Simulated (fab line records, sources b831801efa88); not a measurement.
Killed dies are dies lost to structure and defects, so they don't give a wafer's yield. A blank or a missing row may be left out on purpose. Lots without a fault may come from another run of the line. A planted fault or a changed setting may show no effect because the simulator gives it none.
fab line records | flow sky130
record lots=5 wafers=15 last_day=49
route steps=708 shown LDD_N@238 LDD_P@255 LDD_HVN@267 LDD_HVP@278
lots that met no fault: from a run of the same line without faults
start_h: hours from the record's first day to the start of the lot's first wafer shown | wait_h: hours since the lot's step before | " the same as in the row above | L1.1+2: a row that stands for several wafers | - no value, or no start given | * or withheld: withheld | < > ~ a bound
route shown NAME@n: a module of which the file shows steps, and the number in the route of the first | usual: mean/standard deviation of fault-free wafers | same: alike in all rows | chamber/n: place in a boat | sites: the reading at each site | _std_site: their standard deviation | _edge_site: outer sites' mean less inner sites' | radius_mm: how far each site lies from the wafer's centre | mask NAME#n: copy n | behind: the tool/chamber that last shaped the wafer | hold: why the lot was held/for how many hours/how that ended | device: the transistor (n, p or np) that didn't switch | end of line: the same wafers' tests at the end of the route | a step without rows: its recipe alone | killed: dies lost to structure and defects at the first sort, not the wafer's yield | map: a wafer's dies, x killed, . not, _ none there
set.NAME: the setting as run; set.NAME@STEP: as run at that earlier step | model.NAME: the simulator's own value behind a step, which no gauge read
lots at some steps of the route; a table a step, a row a wafer
services: from which hour (start_h, from the record's first day; less than 0 if before it) a tool's chamber was out of use, for how many hours, and why
## steps
# step SKY_LDD_N_HMDS_01
# recipe prime_time_s=60 prime_temp_c=120
# columns lot.wafer tool chamber start_h wait_h
L076.2+3+6 litho_track-03 0 432.78 0.1
L078.3+5+6 litho_track-02 0 522.14 0.1
L089.3+4+6 litho_track-04 0 535.35 0.1
L094.2+4+5 litho_track-03 0 549.58 0.1
L095.2+3+6 litho_track-02 0 555.72 0.1
# step SKY_LDD_N_COAT_02
# recipe resist=NOVOLAK spin_rpm=3000 resist_thk_nm=300
# columns lot.wafer tool chamber start_h wait_h
L076.2+3+6 litho_track-03 0 432.93 0.1
L078.3+5+6 litho_track-02 0 522.29 0.1
L089.3+4+6 litho_track-04 0 535.50 0.1
L094.2+4+5 litho_track-03 0 549.73 0.1
L095.2+3+6 litho_track-02 0 555.87 0.1
# step SKY_LDD_N_SOFTBAKE_03
# recipe temp_c=90 time_s=60 resist=NOVOLAK
# usual plate_temp_C=89.99/0.12
# columns lot.wafer tool chamber start_h wait_h plate_temp_C
L076.2 litho_track-03 0 433.08 0.1 89.74
L076.3 " 0 " " 89.88
L076.6 " 0 " " 90.29
L078.3 litho_track-02 0 522.44 0.1 89.90
L078.5 " 0 " " 90.01
L078.6 " 0 " " 89.92
L089.3 litho_track-04 0 535.65 0.1 89.83
L089.4 " 0 " " 89.99
L089.6 " 0 " " 89.89
L094.2 litho_track-03 0 549.88 0.1 89.97
L094.4 " 0 " " 89.98
L094.5 " 0 " " 90.17
L095.2 litho_track-02 0 556.02 0.1 89.81
L095.3 " 0 " " 89.97
L095.6 " 0 " " 89.90
# step SKY_LDD_N_EXPOSE_04
# recipe mask_id=NTM target_cd_nm=840 na=0.6 source_shape=conventional sigma_outer=0.6 dose_mj=110
# columns lot.wafer tool chamber start_h wait_h mask
L076.2+3+6 iline_stepper-02 0 - - NTM#0
L078.3+5+6 iline_stepper-01 0 - - NTM#0
L089.3+4+6 iline_stepper-01 0 - - NTM#0
L094.2+4+5 iline_stepper-02 0 - - NTM#0
L095.2+3+6 iline_stepper-01 0 - - NTM#0
# step SKY_LDD_N_PEB_05
# recipe temp_c=withheld time_s=* resist=NOVOLAK
# columns lot.wafer tool chamber start_h wait_h
L076.2+3+6 litho_track-04 0 - -
L078.3+5+6 litho_track-04 0 - -
L089.3+4+6 litho_track-04 0 - -
L094.2+4+5 litho_track-02 0 - -
L095.2+3+6 litho_track-03 0 - -
# step SKY_LDD_N_DEVELOP_06
# recipe develop_time_s=60 dev_temp_c=23
# columns lot.wafer tool chamber start_h wait_h
L076.2+3+6 litho_track-04 0 446.92 0.1
L078.3+5+6 litho_track-04 0 537.25 0.1
L089.3+4+6 litho_track-04 0 549.40 0.1
L094.2+4+5 litho_track-02 0 564.82 0.1
L095.2+3+6 litho_track-03 0 570.43 0.1
# step SKY_LDD_N_OVL_MEAS_07
# usual LDD_N_OVL=-0.5/1.2
# columns lot.wafer tool chamber start_h wait_h LDD_N_OVL[nm]
L076.2 overlay-02 - 447.06 0.1 0.3
L076.3 " - " " -1.1
L076.6 " - " " -0.7
L078.3 overlay-01 - 537.36 0.1 -1.9
L078.5 " - " " -0.7
L078.6 " - " " -1.9
L089.3 overlay-01 - 549.51 0.1 -1.3
L089.4 " - " " -1.1
L089.6 " - " " -0.2
L094.2 overlay-02 - 564.95 0.1 -0.2
L094.4 " - " " -2.0
L094.5 " - " " -0.2
L095.2 overlay-02 - 570.56 0.1 1.6
L095.3 " - " " 1.7
L095.6 " - " " 2.5
# step SKY_LDD_N_IMPLANT_08
# recipe species=As energy_kev=20 dose_cm2=7.5e+13 tilt_deg=withheld rotation_deg=23
# same implant_ion_amu=75
# columns lot.wafer tool chamber start_h wait_h
L076.2+3+6 implanter-01 0 447.11 0.0
L078.3+5+6 implanter-03 0 537.43 0.1
L089.3+4+6 implanter-04 0 549.58 0.1
L094.2+4+5 implanter-01 0 565.00 0.0
L095.2+3+6 implanter-04 0 570.61 0.0
# step SKY_LDD_N_IMPLANT_09
# recipe species=As energy_kev=20 dose_cm2=7.5e+13 tilt_deg=withheld rotation_deg=113
# same implant_ion_amu=75
# columns lot.wafer tool chamber start_h wait_h
L076.2+3+6 implanter-01 0 447.26 0.1
L078.3+5+6 implanter-03 0 537.58 0.1
L089.3+4+6 implanter-04 0 549.73 0.1
L094.2+4+5 implanter-01 0 565.15 0.1
L095.2+3+6 implanter-04 0 570.76 0.1
# step SKY_LDD_N_IMPLANT_10
# recipe species=As energy_kev=20 dose_cm2=7.5e+13 tilt_deg=withheld rotation_deg=203
# same implant_ion_amu=75
# columns lot.wafer tool chamber start_h wait_h
L076.2+3+6 implanter-01 0 447.41 0.1
L078.3+5+6 implanter-03 0 537.73 0.1
L089.3+4+6 implanter-04 0 549.88 0.1
L094.2+4+5 implanter-01 0 565.30 0.1
L095.2+3+6 implanter-04 0 572.19 1.4
# step SKY_LDD_N_IMPLANT_11
# recipe species=As energy_kev=20 dose_cm2=7.5e+13 tilt_deg=withheld rotation_deg=293
# same implant_ion_amu=75
# columns lot.wafer tool chamber start_h wait_h
L076.2+3+6 implanter-01 0 447.56 0.1
L078.3+5+6 implanter-03 0 537.88 0.1
L089.3+4+6 implanter-04 0 550.03 0.1
L094.2+4+5 implanter-01 0 565.45 0.1
L095.2+3+6 implanter-04 0 572.34 0.1
# step SKY_LDD_N_IMPLANT_12
# recipe species=BF2 energy_kev=50 dose_cm2=5e+12 tilt_deg=30 rotation_deg=0
# same implant_ion_amu=49
# columns lot.wafer tool chamber start_h wait_h
L076.2+3+6 implanter-01 0 447.71 0.1
L078.3+5+6 implanter-03 0 538.03 0.1
L089.3+4+6 implanter-04 0 550.18 0.1
L094.2+4+5 implanter-01 0 565.60 0.1
L095.2+3+6 implanter-04 0 572.49 0.1
# step SKY_LDD_N_IMPLANT_13
# recipe species=BF2 energy_kev=50 dose_cm2=5e+12 tilt_deg=30 rotation_deg=90
# same implant_ion_amu=49
# columns lot.wafer tool chamber start_h wait_h
L076.2+3+6 implanter-01 0 447.86 0.1
L078.3+5+6 implanter-03 0 538.18 0.1
L089.3+4+6 implanter-04 0 550.33 0.1
L094.2+4+5 implanter-01 0 565.75 0.1
L095.2+3+6 implanter-04 0 572.64 0.1
# step SKY_LDD_N_IMPLANT_14
# recipe species=BF2 energy_kev=50 dose_cm2=5e+12 tilt_deg=30 rotation_deg=180
# same implant_ion_amu=49
# columns lot.wafer tool chamber start_h wait_h
L076.2+3+6 implanter-01 0 448.01 0.1
L078.3+5+6 implanter-03 0 538.33 0.1
L089.3+4+6 implanter-04 0 550.48 0.1
L094.2+4+5 implanter-01 0 565.90 0.1
L095.2+3+6 implanter-04 0 572.79 0.1
# step SKY_LDD_N_IMPLANT_15
# recipe species=BF2 energy_kev=50 dose_cm2=5e+12 tilt_deg=30 rotation_deg=270
# same implant_ion_amu=49
# columns lot.wafer tool chamber start_h wait_h
L076.2+3+6 implanter-01 0 448.16 0.1
L078.3+5+6 implanter-03 0 538.48 0.1
L089.3+4+6 implanter-04 0 550.63 0.1
L094.2+4+5 implanter-01 0 566.05 0.1
L095.2+3+6 implanter-04 0 572.94 0.1
# step SKY_LDD_N_STRIP_16
# recipe chemistry=O2/N2 power_w=1400 pressure_mtorr=1500 platen_temp_c=withheld o2_flow_sccm=3000 n2_flow_sccm=300 overash_fraction=0.5
# usual drypump_motor_current_A=5.8/0.6 o2_flow_sccm=3003/9.1 oes_product_au=0.408/0.0046 strip_time_to_endpoint_s=4.317/0.016
# columns lot.wafer tool chamber start_h wait_h drypump_motor_current_A o2_flow_sccm oes_product_au rf_hours_counter_h strip_time_to_endpoint_s
L076.2 plasma_asher-04 1 448.29 0.1 6.4 3005 0.403 75 4.312
L076.3 " 1 " " 6.4 2996 0.404 - 4.278
L076.6 " 0 " " 5.3 2996 0.409 - 4.296
L078.3 plasma_asher-04 0 538.62 0.1 5.3 3004 0.407 - 4.312
L078.5 " 0 " " 5.3 3004 0.411 - 4.315
L078.6 " 1 " " 6.5 3010 0.407 - 4.317
L089.3 plasma_asher-04 0 550.77 0.1 5.2 3017 0.409 - 4.326
L089.4 " 1 " " 6.5 3009 0.409 - 4.326
L089.6 " 0 " " 5.2 3004 0.408 - 4.324
L094.2 plasma_asher-04 1 566.18 0.1 6.5 3012 0.401 86 4.327
L094.4 " 0 " " 5.3 3006 0.409 - 4.336
L094.5 " 0 " " 5.3 2996 0.407 - 4.303
L095.2 plasma_asher-02 0 573.07 0.1 6.7 3011 0.404 77 4.325
L095.3 " 1 " " 5.4 3019 0.406 - 4.338
L095.6 " 1 " " 5.4 3006 0.410 - 4.329
# step SKY_LDD_N_TW_MEAS_17
# usual LDD_N_TW=2563/20
# columns lot.wafer tool chamber start_h wait_h LDD_N_TW
L076.2 film_metro-02 - 448.40 0.1 2572
L076.3 " - " " 2576
L076.6 " - " " 2577
L078.3 film_metro-03 - 538.70 0.1 2582
L078.5 " - " " 2569
L078.6 " - " " 2579
L089.3 film_metro-03 - 550.85 0.1 2567
L089.4 " - " " 2584
L089.6 " - " " 2591
L094.2 film_metro-01 - 566.29 0.1 2539
L094.4 " - " " 2518
L094.5 " - " " 2538
L095.2 film_metro-03 - 573.18 0.1 2583
L095.3 " - " " 2587
L095.6 " - " " 2595
# step SKY_LDD_P_DEHYDRATE_00
# recipe temp_c=200 time_s=60
# usual plate_temp_C=200.00/0.16
# columns lot.wafer tool chamber start_h wait_h plate_temp_C
L076.2 litho_track-01 0 462.93 14.5 200.07
L076.3 " 0 " " 199.64
L076.6 " 0 " " 199.94
L078.3 litho_track-01 0 552.51 13.8 200.11
L078.5 " 0 " " 200.24
L078.6 " 0 " " 200.12
L089.3 litho_track-04 0 565.25 14.4 200.04
L089.4 " 0 " " 200.18
L089.6 " 0 " " 200.23
L094.2 litho_track-01 0 578.93 12.6 199.88
L094.4 " 0 " " 200.11
L094.5 " 0 " " 200.18
L095.2 litho_track-03 0 587.28 14.1 199.94
L095.3 " 0 " " 199.83
L095.6 " 0 " " 200.20
# step SKY_LDD_P_HMDS_01
# recipe prime_time_s=60 prime_temp_c=120
# columns lot.wafer tool chamber start_h wait_h
L076.2+3+6 litho_track-01 0 463.08 0.1
L078.3+5+6 litho_track-01 0 552.66 0.1
L089.3+4+6 litho_track-04 0 565.40 0.1
L094.2+4+5 litho_track-01 0 579.08 0.1
L095.2+3+6 litho_track-03 0 587.43 0.1
# step SKY_LDD_P_COAT_02
# recipe resist=NOVOLAK spin_rpm=3000 resist_thk_nm=1140
# columns lot.wafer tool chamber start_h wait_h
L076.2+3+6 litho_track-01 0 463.23 0.1
L078.3+5+6 litho_track-01 0 552.81 0.1
L089.3+4+6 litho_track-04 0 565.55 0.1
L094.2+4+5 litho_track-01 0 579.23 0.1
L095.2+3+6 litho_track-03 0 587.58 0.1
# step SKY_LDD_P_SOFTBAKE_03
# recipe temp_c=90 time_s=60 resist=NOVOLAK
# usual plate_temp_C=89.99/0.13
# columns lot.wafer tool chamber start_h wait_h plate_temp_C
L076.2 litho_track-01 0 463.38 0.1 90.15
L076.3 " 0 " " 90.14
L076.6 " 0 " " 89.99
L078.3 litho_track-01 0 552.96 0.1 89.78
L078.5 " 0 " " 89.75
L078.6 " 0 " " 89.91
L089.3 litho_track-04 0 565.70 0.1 89.98
L089.4 " 0 " " 89.86
L089.6 " 0 " " 89.79
L094.2 litho_track-01 0 579.38 0.1 89.84
L094.4 " 0 " " 89.90
L094.5 " 0 " " 89.95
L095.2 litho_track-03 0 587.73 0.1 90.06
L095.3 " 0 " " 89.82
L095.6 " 0 " " 89.80
# step SKY_LDD_P_EXPOSE_04
# recipe mask_id=PSDM na=0.6 source_shape=conventional sigma_outer=0.6 polarization=unpolarized target_cd_nm=380 dose_mj=138
# columns lot.wafer tool chamber start_h wait_h mask
L076.2+3+6 iline_stepper-02 0 - - PSDM#0
L078.3+5+6 iline_stepper-02 0 - - PSDM#0
L089.3+4+6 iline_stepper-01 0 - - PSDM#0
L094.2+4+5 iline_stepper-01 0 - - PSDM#0
L095.2+3+6 iline_stepper-02 0 - - PSDM#0
# step SKY_LDD_P_PEB_05
# recipe temp_c=withheld time_s=* resist=NOVOLAK
# columns lot.wafer tool chamber start_h wait_h
L076.2+3+6 litho_track-01 0 - -
L078.3+5+6 litho_track-04 0 - -
L089.3+4+6 litho_track-01 0 - -
L094.2+4+5 litho_track-03 0 - -
L095.2+3+6 litho_track-03 0 - -
# step SKY_LDD_P_DEVELOP_06
# recipe resist=NOVOLAK developer=TMAH develop_time_s=60 dev_temp_c=23
# columns lot.wafer tool chamber start_h wait_h
L076.2+3+6 litho_track-01 0 477.83 0.1
L078.3+5+6 litho_track-04 0 567.25 0.1
L089.3+4+6 litho_track-01 0 578.81 0.1
L094.2+4+5 litho_track-03 0 594.58 0.1
L095.2+3+6 litho_track-03 0 601.98 0.1
# step SKY_LDD_P_CD_MEAS_07
# recipe target_cd_nm=380
# usual cd_nm=380.5/2.2
# columns lot.wafer tool chamber start_h wait_h cd_nm
L076.2 cd_sem-01 - 477.98 0.1 381.2
L076.3 " - " " 380.2
L076.6 " - " " 383.3
L078.3 cd_sem-02 - 567.39 0.1 380.3
L078.5 " - " " 378.4
L078.6 " - " " 378.7
L089.3 cd_sem-02 - 578.95 0.1 379.6
L089.4 " - " " 382.2
L089.6 " - " " 379.5
L094.2 cd_sem-02 - 594.72 0.1 378.1
L094.4 " - " " 378.1
L094.5 " - " " 378.4
L095.2 cd_sem-01 - 602.12 0.1 379.4
L095.3 " - " " 381.3
L095.6 " - " " 379.5
# step SKY_LDD_P_OVL_MEAS_08
# usual LDD_P_OVL=-0.1/1.2
# columns lot.wafer tool chamber start_h wait_h LDD_P_OVL[nm]
L076.2 overlay-02 - 478.08 0.1 0.9
L076.3 " - " " 0.3
L076.6 " - " " 0.3
L078.3 overlay-02 - 567.48 0.1 -0.1
L078.5 " - " " -0.3
L078.6 " - " " -1.2
L089.3 overlay-01 - 579.04 0.1 -1.3
L089.4 " - " " -0.2
L089.6 " - " " -0.3
L094.2 overlay-01 - 594.83 0.1 -1.1
L094.4 " - " " -1.1
L094.5 " - " " -2.4
L095.2 overlay-02 - 602.23 0.1 2.4
L095.3 " - " " 1.9
L095.6 " - " " 2.7
# step SKY_LDD_P_IMPLANT_09
# recipe species=BF2 energy_kev=25 dose_cm2=1e+13 tilt_deg=withheld
# same implant_ion_amu=49
# columns lot.wafer tool chamber start_h wait_h
L076.2+3+6 implanter-03 0 478.14 0.0
L078.3+5+6 implanter-03 0 567.55 0.1
L089.3+4+6 implanter-02 0 579.11 0.1
L094.2+4+5 implanter-03 0 594.89 0.0
L095.2+3+6 implanter-03 0 602.28 0.0
# step SKY_LDD_P_STRIP_10
# recipe chemistry=O2/N2 power_w=1400 pressure_mtorr=1500 platen_temp_c=withheld o2_flow_sccm=3000 n2_flow_sccm=300 overash_fraction=0.5
# usual drypump_motor_current_A=5.6/0.52 o2_flow_sccm=2999/8.6 oes_product_au=0.716/0.0043 strip_time_to_endpoint_s=14.15/0.04
# columns lot.wafer tool chamber start_h wait_h drypump_motor_current_A o2_flow_sccm oes_product_au rf_hours_counter_h strip_time_to_endpoint_s
L076.2 plasma_asher-02 0 478.26 0.1 6.7 2997 0.713 68 14.18
L076.3 " 1 " " 5.3 2996 0.712 - 14.19
L076.6 " 1 " " 5.4 2997 0.714 - 14.15
L078.3 plasma_asher-01 0 567.69 0.1 5.3 2993 0.714 - 14.16
L078.5 " 1 " " 5.6 2992 0.719 - 14.14
L078.6 " 0 " " 5.3 2999 0.722 - 14.19
L089.3 plasma_asher-01 0 579.25 0.1 5.3 2995 0.719 - 14.23
L089.4 " 1 " " 5.6 3001 0.710 - 14.23
L089.6 " 0 " " 5.3 2991 0.713 - 14.23
L094.2 plasma_asher-03 0 595.01 0.1 5.8 2998 0.714 16 14.17
L094.4 " 0 " " 5.8 3000 0.720 - 14.18
L094.5 " 0 " " 5.8 3003 0.710 - 14.14
L095.2 plasma_asher-02 1 602.41 0.1 5.4 2978 0.710 80 14.18
L095.3 " 1 " " 5.3 2974 0.723 - 14.19
L095.6 " 1 " " 5.3 2977 0.716 - 14.18
# step SKY_LDD_P_TW_MEAS_11
# usual LDD_P_TW=632/5.1
# columns lot.wafer tool chamber start_h wait_h LDD_P_TW
L076.2 film_metro-01 - 478.37 0.1 622
L076.3 " - " " 620
L076.6 " - " " 620
L078.3 film_metro-03 - 567.77 0.1 635
L078.5 " - " " 635
L078.6 " - " " 635
L089.3 film_metro-03 - 579.33 0.1 632
L089.4 " - " " 632
L089.6 " - " " 635
L094.2 film_metro-01 - 595.12 0.1 627
L094.4 " - " " 624
L094.5 " - " " 628
L095.2 film_metro-04 - 602.52 0.1 633
L095.3 " - " " 632
L095.6 " - " " 632
# step SKY_LDD_HVN_DEHYDRATE_00
# recipe temp_c=200 time_s=60
# usual plate_temp_C=200.01/0.16
# columns lot.wafer tool chamber start_h wait_h plate_temp_C
L076.2 litho_track-04 0 492.72 14.3 199.89
L076.3 " 0 " " 199.95
L076.6 " 0 " " 200.04
L078.3 litho_track-04 0 581.30 13.5 199.93
L078.5 " 0 " " 200.02
L078.6 " 0 " " 199.92
L089.3 litho_track-04 0 594.00 14.7 200.07
L089.4 " 0 " " 200.04
L089.6 " 0 " " 200.06
L094.2 litho_track-02 0 608.77 13.6 200.10
L094.4 " 0 " " 200.05
L094.5 " 0 " " 200.17
L095.2 litho_track-02 0 616.47 13.9 200.15
L095.3 " 0 " " 200.25
L095.6 " 0 " " 200.30
# step SKY_LDD_HVN_HMDS_01
# recipe prime_time_s=60 prime_temp_c=120
# columns lot.wafer tool chamber start_h wait_h
L076.2+3+6 litho_track-04 0 492.87 0.1
L078.3+5+6 litho_track-04 0 581.45 0.1
L089.3+4+6 litho_track-04 0 594.15 0.1
L094.2+4+5 litho_track-02 0 608.92 0.1
L095.2+3+6 litho_track-02 0 616.62 0.1
# step SKY_LDD_HVN_COAT_02
# recipe resist=NOVOLAK spin_rpm=3000 resist_thk_nm=300
# columns lot.wafer tool chamber start_h wait_h
L076.2+3+6 litho_track-04 0 493.02 0.1
L078.3+5+6 litho_track-04 0 581.60 0.1
L089.3+4+6 litho_track-04 0 594.30 0.1
L094.2+4+5 litho_track-02 0 609.07 0.1
L095.2+3+6 litho_track-02 0 616.77 0.1
# step SKY_LDD_HVN_SOFTBAKE_03
# recipe temp_c=90 time_s=60 resist=NOVOLAK
# usual plate_temp_C=89.98/0.13
# columns lot.wafer tool chamber start_h wait_h plate_temp_C
L076.2 litho_track-04 0 493.17 0.1 89.84
L076.3 " 0 " " 89.78
L076.6 " 0 " " 89.57
L078.3 litho_track-04 0 581.75 0.1 89.93
L078.5 " 0 " " 89.78
L078.6 " 0 " " 89.86
L089.3 litho_track-04 0 594.45 0.1 90.00
L089.4 " 0 " " 89.73
L089.6 " 0 " " 89.76
L094.2 litho_track-02 0 609.22 0.1 89.83
L094.4 " 0 " " 90.18
L094.5 " 0 " " 89.99
L095.2 litho_track-02 0 616.92 0.1 90.08
L095.3 " 0 " " 90.11
L095.6 " 0 " " 90.04
# step SKY_LDD_HVN_EXPOSE_04
# recipe mask_id=HVNTM na=0.6 source_shape=conventional sigma_outer=0.6 polarization=unpolarized target_cd_nm=700 dose_mj=127
# columns lot.wafer tool chamber start_h wait_h mask
L076.2+3+6 iline_stepper-01 0 - - HVNTM#0
L078.3+5+6 iline_stepper-02 0 - - HVNTM#0
L089.3+4+6 iline_stepper-02 0 - - HVNTM#0
L094.2+4+5 iline_stepper-02 0 - - HVNTM#0
L095.2+3+6 iline_stepper-02 0 - - HVNTM#0
# step SKY_LDD_HVN_PEB_05
# recipe temp_c=withheld time_s=* resist=NOVOLAK
# columns lot.wafer tool chamber start_h wait_h
L076.2+3+6 litho_track-02 0 - -
L078.3+5+6 litho_track-01 0 - -
L089.3+4+6 litho_track-02 0 - -
L094.2+4+5 litho_track-04 0 - -
L095.2+3+6 litho_track-04 0 - -
# step SKY_LDD_HVN_DEVELOP_06
# recipe resist=NOVOLAK developer=TMAH develop_time_s=60 dev_temp_c=23
# columns lot.wafer tool chamber start_h wait_h
L076.2+3+6 litho_track-02 0 508.12 0.1
L078.3+5+6 litho_track-01 0 596.66 0.1
L089.3+4+6 litho_track-02 0 608.64 0.1
L094.2+4+5 litho_track-04 0 623.97 0.1
L095.2+3+6 litho_track-04 0 630.47 0.1
# step SKY_LDD_HVN_OVL_MEAS_07
# usual LDD_HVN_OVL=0.2/1.6
# columns lot.wafer tool chamber start_h wait_h LDD_HVN_OVL[nm]
L076.2 overlay-01 - 508.25 0.1 -1.1
L076.3 " - " " -0.7
L076.6 " - " " -1.3
L078.3 overlay-02 - 596.77 0.1 1.8
L078.5 " - " " 0.6
L078.6 " - " " 2.0
L089.3 overlay-01 - 608.75 0.1 -3.0
L089.4 " - " " -1.5
L089.6 " - " " -1.7
L094.2 overlay-01 - 624.10 0.1 -2.1
L094.4 " - " " -1.6
L094.5 " - " " -1.5
L095.2 overlay-02 - 630.60 0.1 0.6
L095.3 " - " " 1.0
L095.6 " - " " -0.5
# step SKY_LDD_HVN_IMPLANT_08
# recipe species=P energy_kev=60 dose_cm2=3e+13 tilt_deg=40
# same implant_ion_amu=31
# columns lot.wafer tool chamber start_h wait_h
L076.2+3+6 implanter-02 0 508.30 0.0
L078.3+5+6 implanter-04 0 596.84 0.1
L089.3+4+6 implanter-01 0 608.83 0.1
L094.2+4+5 implanter-02 0 624.16 0.0
L095.2+3+6 implanter-04 0 630.66 0.0
# step SKY_LDD_HVN_STRIP_09
# recipe chemistry=O2/N2 power_w=1400 pressure_mtorr=1500 platen_temp_c=withheld o2_flow_sccm=3000 n2_flow_sccm=300 overash_fraction=0.5
# usual drypump_motor_current_A=5.8/0.65 o2_flow_sccm=2999/8.7 oes_product_au=0.408/0.0043 strip_time_to_endpoint_s=4.136/0.013
# columns lot.wafer tool chamber start_h wait_h drypump_motor_current_A o2_flow_sccm oes_product_au rf_hours_counter_h strip_time_to_endpoint_s
L076.2 plasma_asher-03 0 508.43 0.1 5.8 2999 0.407 7 4.126
L076.3 " 0 " " 5.8 3013 0.413 - 4.137
L076.6 " 0 " " 5.8 2997 0.413 - 4.152
L078.3 plasma_asher-04 1 596.98 0.1 6.5 2988 0.416 - 4.163
L078.5 " 1 " " 6.5 2999 0.411 - 4.160
L078.6 " 0 " " 5.2 3004 0.412 - 4.128
L089.3 plasma_asher-02 0 608.96 0.1 6.8 3002 0.404 - 4.125
L089.4 " 1 " " 5.3 2997 0.414 - 4.154
L089.6 " 1 " " 5.3 3001 0.420 - 4.150
L094.2 plasma_asher-04 1 624.28 0.1 6.4 2992 0.411 91 4.139
L094.4 " 0 " " 5.2 3009 0.411 - 4.137
L094.5 " 1 " " 6.4 2999 0.411 - 4.171
L095.2 plasma_asher-03 1 630.78 0.1 4.9 2997 0.410 19 4.138
L095.3 " 1 " " 4.9 2990 0.404 - 4.128
L095.6 " 1 " " 5.0 2988 0.411 - 4.129
# step SKY_LDD_HVN_TW_MEAS_10
# usual LDD_HVN_TW=1432/7.1
# columns lot.wafer tool chamber start_h wait_h LDD_HVN_TW
L076.2 film_metro-03 - 508.54 0.1 1441
L076.3 " - " " 1442
L076.6 " - " " 1448
L078.3 film_metro-04 - 597.06 0.1 1436
L078.5 " - " " 1438
L078.6 " - " " 1437
L089.3 film_metro-04 - 609.05 0.1 1440
L089.4 " - " " 1428
L089.6 " - " " 1442
L094.2 film_metro-03 - 624.39 0.1 1428
L094.4 " - " " 1428
L094.5 " - " " 1427
L095.2 film_metro-03 - 630.89 0.1 1434
L095.3 " - " " 1428
L095.6 " - " " 1430
# step SKY_LDD_HVP_DEHYDRATE_00
# recipe temp_c=200 time_s=60
# usual plate_temp_C=199.99/0.17
# columns lot.wafer tool chamber start_h wait_h plate_temp_C
L076.2 litho_track-02 0 522.57 14.0 199.83
L076.3 " 0 " " 199.96
L076.6 " 0 " " 199.74
L078.3 litho_track-01 0 610.01 12.9 199.87
L078.5 " 0 " " 199.77
L078.6 " 0 " " 200.12
L089.3 litho_track-01 0 623.36 14.3 199.95
L089.4 " 0 " " 199.88
L089.6 " 0 " " 200.13
L094.2 litho_track-03 0 637.48 13.1 200.02
L094.4 " 0 " " 199.61
L094.5 " 0 " " 199.86
L095.2 litho_track-03 0 645.18 14.3 199.78
L095.3 " 0 " " 199.93
L095.6 " 0 " " 200.02
# step SKY_LDD_HVP_HMDS_01
# recipe prime_time_s=60 prime_temp_c=120
# columns lot.wafer tool chamber start_h wait_h
L076.2+3+6 litho_track-02 0 522.72 0.1
L078.3+5+6 litho_track-01 0 610.16 0.1
L089.3+4+6 litho_track-01 0 623.51 0.1
L094.2+4+5 litho_track-03 0 637.63 0.1
L095.2+3+6 litho_track-03 0 645.33 0.1
# step SKY_LDD_HVP_COAT_02
# recipe resist=NOVOLAK spin_rpm=3000 resist_thk_nm=300
# columns lot.wafer tool chamber start_h wait_h
L076.2+3+6 litho_track-02 0 522.87 0.1
L078.3+5+6 litho_track-01 0 610.31 0.1
L089.3+4+6 litho_track-01 0 623.66 0.1
L094.2+4+5 litho_track-03 0 637.78 0.1
L095.2+3+6 litho_track-03 0 645.48 0.1
# step SKY_LDD_HVP_SOFTBAKE_03
# recipe temp_c=90 time_s=60 resist=NOVOLAK
# usual plate_temp_C=89.99/0.11
# columns lot.wafer tool chamber start_h wait_h plate_temp_C
L076.2 litho_track-02 0 523.02 0.1 90.15
L076.3 " 0 " " 90.14
L076.6 " 0 " " 90.01
L078.3 litho_track-01 0 610.46 0.1 89.97
L078.5 " 0 " " 89.95
L078.6 " 0 " " 89.91
L089.3 litho_track-01 0 623.81 0.1 89.81
L089.4 " 0 " " 89.94
L089.6 " 0 " " 89.96
L094.2 litho_track-03 0 637.93 0.1 90.05
L094.4 " 0 " " 90.16
L094.5 " 0 " " 90.19
L095.2 litho_track-03 0 645.63 0.1 89.84
L095.3 " 0 " " 89.87
L095.6 " 0 " " 89.73
# step SKY_LDD_HVP_EXPOSE_04
# recipe mask_id=HVPTM na=0.6 source_shape=conventional sigma_outer=0.6 polarization=unpolarized target_cd_nm=700 dose_mj=86
# columns lot.wafer tool chamber start_h wait_h mask
L076.2+3+6 iline_stepper-01 0 - - HVPTM#0
L078.3+5+6 iline_stepper-02 0 - - HVPTM#0
L089.3+4+6 iline_stepper-01 0 - - HVPTM#0
L094.2+4+5 iline_stepper-01 0 - - HVPTM#0
L095.2+3+6 iline_stepper-02 0 - - HVPTM#0
# step SKY_LDD_HVP_PEB_05
# recipe temp_c=withheld time_s=* resist=NOVOLAK
# columns lot.wafer tool chamber start_h wait_h
L076.2+3+6 litho_track-03 0 - -
L078.3+5+6 litho_track-02 0 - -
L089.3+4+6 litho_track-02 0 - -
L094.2+4+5 litho_track-01 0 - -
L095.2+3+6 litho_track-01 0 - -
# step SKY_LDD_HVP_DEVELOP_06
# recipe resist=NOVOLAK developer=TMAH develop_time_s=60 dev_temp_c=23
# columns lot.wafer tool chamber start_h wait_h
L076.2+3+6 litho_track-03 0 537.73 0.1
L078.3+5+6 litho_track-02 0 625.54 0.1
L089.3+4+6 litho_track-02 0 637.49 0.1
L094.2+4+5 litho_track-01 0 652.93 0.1
L095.2+3+6 litho_track-01 0 659.43 0.1
# step SKY_LDD_HVP_OVL_MEAS_07
# usual LDD_HVP_OVL=-0.2/1.4
# columns lot.wafer tool chamber start_h wait_h LDD_HVP_OVL[nm]
L076.2 overlay-02 - 537.86 0.1 -0.6
L076.3 " - " " 0.1
L076.6 " - " " 0.1
L078.3 overlay-02 - 625.65 0.1 -0.3
L078.5 " - " " -0.3
L078.6 " - " " -0.9
L089.3 overlay-02 - 637.60 0.1 1.0
L089.4 " - " " 0.4
L089.6 " - " " 3.0
L094.2 overlay-02 - 653.06 0.1 -1.4
L094.4 " - " " -0.4
L094.5 " - " " -1.2
L095.2 overlay-02 - 659.56 0.1 0.4
L095.3 " - " " 0.7
L095.6 " - " " -0.3
## services
# columns tool chamber start_h hours kind
implanter-04 - 409.23 2.7 repair
plasma_asher-03 - 421.25 9.0 pm
implanter-01 - 429.12 3.9 repair
implanter-04 - 431.34 2.2 pm
implanter-04 - 454.52 3.9 pm
implanter-03 - 455.72 2.9 pm
implanter-01 - 465.23 5.8 repair
iline_stepper-01 - 468.33 6.3 repair
plasma_asher-04 - 487.82 4.0 pm
implanter-04 - 498.10 1.7 repair
implanter-04 - 509.84 9.4 repair
implanter-02 - 513.20 5.6 repair
implanter-02 - 526.74 3.2 repair
plasma_asher-04 - 529.23 0.4 repair
plasma_asher-04 - 557.51 2.8 pm
iline_stepper-02 - 560.45 18.7 repair
implanter-04 - 565.97 0.5 repair
iline_stepper-02 - 579.14 1.7 pm
plasma_asher-04 - 579.41 1.6 repair
iline_stepper-01 - 580.81 1.7 pm
implanter-03 - 604.22 3.1 pm
plasma_asher-02 - 620.33 0.7 repair
implanter-03 - 625.27 2.3 pm
plasma_asher-02 - 631.58 2.8 repair
## key
fault none
